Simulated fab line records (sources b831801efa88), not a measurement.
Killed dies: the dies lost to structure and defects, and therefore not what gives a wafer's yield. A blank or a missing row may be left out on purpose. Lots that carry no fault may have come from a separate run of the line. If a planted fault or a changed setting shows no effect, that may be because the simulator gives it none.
Which of the tools did it? -- flow gf180mcu -- 12 lots, 35 wafers sampled, at 5 steps of a route of 602

== WHAT THE GAUGES SHOWED, per wafer ==
GF_V4_BOW_MEAS_05.
lot,measured,on,V4_BOW (um)
L270,day 24 01:55,film-metro-04,132 141 124
L272,day 24 19:08,film-metro-02,146 125 146
L275,day 25 20:41,film-metro-01,135 148 135
L276,day 26 01:42,film-metro-01,128 126 128
L277,day 26 05:23,film-metro-01,139 138 144
L278,day 26 15:03,film-metro-04,135 138 146
L279,day 27 02:09,film-metro-01,139 132 140
L280,day 27 05:58,film-metro-02,132 128 136
L282,day 28 00:54,film-metro-04,123 126 123
L285,day 28 20:37,film-metro-04,130 138
L290,day 30 00:28,film-metro-04,125 114 130
L292,day 30 21:47,film-metro-01,134 128 137

GF_V5_THK_MEAS_03.
lot,measured,on,V5_CVD_02_THK (nm)
L270,day 26 20:58,film-metro-02,1447 1457 1476
L272,day 27 14:14,film-metro-03,1434 1459 1441
L275,day 28 13:17,film-metro-04,1439 1448 1484
L276,day 28 17:34,film-metro-03,1459 1457 1462
L277,day 28 22:08,film-metro-03,1422 1412 1458
L278,day 29 06:11,film-metro-03,1447 1443 1450
L279,day 29 17:25,film-metro-02,1460 1448 1454
L280,day 29 19:49,film-metro-03,1420 1420 1453
L282,day 30 14:17,film-metro-04,1432 1473 1463
L285,day 31 07:52,film-metro-04,1449 1468
L290,day 32 09:32,film-metro-04,1433 1411 1437
L292,day 33 04:01,film-metro-03,1423 1430 1438

GF_PASSIVATION_THK_MEAS_01.
lot,measured,on,PASSIVATION_CVD_00_THK (nm)
L270,day 28 16:02,film-metro-04,990 999 1003
L272,day 29 08:13,film-metro-04,998 988 1000
L275,day 30 06:27,film-metro-02,1006 1004 1021
L276,day 30 10:59,film-metro-01,994 1012 1021
L277,day 30 14:45,film-metro-02,982 980 999
L278,day 30 23:05,film-metro-02,989 1002 995
L279,day 31 09:45,film-metro-01,1002 1010 998
L280,day 31 10:25,film-metro-01,988 993 1023
L282,day 32 03:55,film-metro-04,994 1090 1088
L285,day 32 20:32,film-metro-02,1003 1091
L290,day 33 20:22,film-metro-01,986 987 1000
L292,day 34 14:28,film-metro-01,987 999 1036

== TOOL THAT RAN EACH LOT (tool first, then ch and the chambers of the sampled wafers, then the start) ==
lot,GF_MIM_METAL_ETCH_19,GF_PASSIVATION_CVD_00
L270,"rie-metal-02 ch 0,1, day 25 22:08","pecvd-02 ch 0,2, day 28 15:56"
L272,"rie-metal-02 ch 0, day 26 15:48","pecvd-02 ch 0,1,2, day 29 08:08"
L275,"rie-metal-01 ch 0, day 27 15:26","pecvd-03 ch 0,1,2, day 30 06:22"
L276,"rie-metal-02 ch 0,1, day 27 20:13","pecvd-01 ch 1,2, day 30 10:55"
L277,"rie-metal-01 ch 0, day 28 00:26","pecvd-03 ch 0,2, day 30 14:40"
L278,"rie-metal-04 ch 0,1, day 28 09:33","pecvd-03 ch 0,2, day 30 23:00"
L279,"rie-metal-02 ch 0,1, day 28 20:39","pecvd-02 ch 0,1,2, day 31 09:40"
L280,"rie-metal-02 ch 0,1, day 28 23:34","pecvd-03 ch 1,2, day 31 10:20"
L282,"rie-metal-01 ch 0,1, day 29 18:19","pecvd-03 ch 0,1,2, day 32 03:50"
L285,"rie-metal-01 ch 0,1, day 30 12:19","pecvd-03 ch 0,2, day 32 20:26"
L290,"rie-metal-01 ch 0,1, day 31 14:51","pecvd-01 ch 1,2, day 33 20:17"
L292,"rie-metal-02 ch 1, day 32 09:49","pecvd-02 ch 0,1,2, day 34 14:23"
- GF_MIM_METAL_ETCH_19: etches the open film in Cl2/BCl3, stops on Si3N4, target depth 324.5 nm, time 54.1 s.
- GF_PASSIVATION_CVD_00: deposits SiO2 from TEOS, target thk 1000 nm, time 111.95 s.

== WHAT THE TOOLS THEMSELVES READ (means of the sampled wafers that have a number; where no wafer has one, the mark that the record gives instead) ==
GF_MIM_METAL_ETCH_19.
lot,tool,bcl3-flow-sccm (sccm),drypump-motor-current-A (A),oes-product-au (a.u.),rf-fwd-power-W (W),throttle-valve-pct (%)
L270,rie-metal-02,39.98,5.76,0.936,794.5,28.283
L272,rie-metal-02,39.95,5.70,0.942,792.2,28.279
L275,rie-metal-01,39.97,6.07,0.946,793.9,28.272
L276,rie-metal-02,40.05,5.80,0.935,794.6,28.285
L277,rie-metal-01,39.94,6.04,0.948,793.2,28.286
L278,rie-metal-04,40.17,5.21,0.935,793.5,28.281
L279,rie-metal-02,39.95,5.81,0.933,796.0,28.288
L280,rie-metal-02,40.09,5.74,0.948,794.0,28.277
L282,rie-metal-01,40.00,5.95,0.931,795.0,28.297
L285,rie-metal-01,40.06,5.92,0.950,793.6,28.273
L290,rie-metal-01,40.02,5.97,0.949,792.2,28.285
L292,rie-metal-02,39.90,5.82,0.940,795.8,28.289

GF_PASSIVATION_CVD_00.
lot,tool,heater-power-w (W),rf-fwd-power-W (W),run-length-s (s)
L270,pecvd-02,754,596.6,139.7
L272,pecvd-02,689,598.0,139.4
L275,pecvd-03,582,594.9,139.6
L276,pecvd-01,761,596.4,140.1
L277,pecvd-03,493,596.4,139.3
L278,pecvd-03,488,595.0,139.4
L279,pecvd-02,746,595.8,139.3
L280,pecvd-03,559,595.0,139.1
L282,pecvd-03,536,597.1,145.5
L285,pecvd-03,483,593.5,144.0
L290,pecvd-01,688,598.7,140.4
L292,pecvd-02,656,598.0,139.6

== THE ANSWER, worked out from the rows above alone ==
Rule: the lots themselves supply what counts as usual. The widest of any qualifying gaps counts: lots, ordered by their means at a reading, are off when they make up no more than a third of the lots, leave a main group of 4 or more, and stand apart from it by 3 or more times the standard deviation of that group's means. A main group is skipped when, at the precision printed for the reading in the tables above, its means are all equal. Also off: a lot with no number at a reading for which 4 or more lots have one. The other lots that the step has rows for count as sound. The gauges are gone through in route order, then the tools' own readings, and for those a lot's mean is taken as printed above. The first step at which some lot is off is used, and at that step the reading that is off furthest; a lot without a number counts as furthest.
Off: at GF_PASSIVATION_THK_MEAS_01 (PASSIVATION_CVD_00_THK), L282, L285. The main group: mean 1000 nm, standard deviation 7.4.
If a tool, at a process step before that reading, ran all the lots that are off and no sound lot after the first of them, it fits. The gauges at GF_PASSIVATION_THK_MEAS_01 aren't tried: what is off there is off at GF_PASSIVATION_CVD_00 too, on other tools, and a gauge's error can't cause that. One fits: pecvd-03 at GF_PASSIVATION_CVD_00. Its last sound lot is L280 (day 31 10:20), its first lot that is off L282 (day 32 03:50): a fault that began between those two fits.
The tool's own readings at GF_PASSIVATION_CVD_00 bear it out: on the lots that are off they differ by more than 5 times the standard deviation of the sound lots' means. run-length-s reads 144.8 s there against 139.6 s on the sound lots.

== WHAT THE SIMULATOR HAD PUT IN ==
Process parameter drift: pecvd-03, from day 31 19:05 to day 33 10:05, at GF_PASSIVATION_CVD_00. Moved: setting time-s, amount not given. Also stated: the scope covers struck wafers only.
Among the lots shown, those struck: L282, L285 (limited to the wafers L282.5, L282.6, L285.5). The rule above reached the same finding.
